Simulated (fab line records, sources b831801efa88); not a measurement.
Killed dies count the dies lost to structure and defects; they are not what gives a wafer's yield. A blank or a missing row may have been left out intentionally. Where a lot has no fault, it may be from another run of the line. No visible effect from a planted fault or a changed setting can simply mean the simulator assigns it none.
Which tool did it? ; flow gf180mcu ; 6 lots, 18 wafers sampled, at 3 steps of a route of 602

== WHAT THE GAUGES READ, wafer by wafer ==
GF_V5_CD_MEAS_14 targets a cd of 260 nm.
lot;measured;on;cd-nm (nm)
L878;day 28 02:15;cd-sem-02;259.3 260.1 259.8
L881;day 29 00:11;cd-sem-01;259.6 260.0 258.6
L890;day 31 13:10;cd-sem-02;274.1 274.3 274.0
L894;day 32 07:22;cd-sem-01;260.9 261.2 261.0
L896;day 32 21:02;cd-sem-01;259.8 260.7 260.2
L899;day 33 13:16;cd-sem-02;260.3 261.4 260.9

== EACH LOT AND THE TOOL THAT RAN IT (in order: tool; ch and the chambers of the sampled wafers; start) ==
lot;GF_MIM_SPUTTER_08;GF_V5_SOFTBAKE_10
L878;pvd-sputter-04, day 25 11:08;litho-track-01 ch 0, day 27 16:00
L881;pvd-sputter-04, day 26 10:29;litho-track-04 ch 0, day 28 14:00
L890;pvd-sputter-04, day 29 03:44;litho-track-04 ch 0, day 31 04:00
L894;pvd-sputter-04, day 30 01:42;litho-track-01 ch 0, day 31 22:00
L896;pvd-sputter-04, day 30 16:38;litho-track-02 ch 0, day 32 12:00
L899;pvd-sputter-03, day 31 11:14;litho-track-02 ch 0, day 33 05:00
- GF_MIM_SPUTTER_08: material AlCu, target thk 200 nm, time 10.6 s.
- GF_V5_SOFTBAKE_10: time 60 s.

== THE ANSWER, worked out from the rows above alone ==
Rule: the usual values come from the lots themselves. The widest of any qualifying gaps counts: lots, ordered by their means at a reading, are off when they make up no more than a third of the lots, leave a main group of 4 or more, and stand apart from it by 3 or more times the standard deviation of that group's means. A main group whose means are all the same, to the digits that the tables above print for the reading, isn't used. A lot without any number at a reading at which 4 lots or more have one is off too. The other lots that the step has rows for count as sound.
Off, at GF_V5_CD_MEAS_14 on cd-nm: L890. For the main group the mean is 260.3 nm and the standard deviation 0.63.
A tool fits if, at a process step before that reading, it ran every lot that is off, and no sound lot after the first of them. Those tools and the gauges at GF_V5_CD_MEAS_14 are tried in the same way. One fits: litho-track-04 at GF_V5_SOFTBAKE_10. Its last sound lot is L881 (day 28 14:00), its first lot that is off L890 (day 31 04:00): a fault that began between those two fits.

== WHAT THE SIMULATOR HAD PUT IN ==
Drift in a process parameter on litho-track-04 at GF_V5_SOFTBAKE_10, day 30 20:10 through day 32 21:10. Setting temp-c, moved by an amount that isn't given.
Lots struck among those shown: L890. This agrees with what the rule above found.
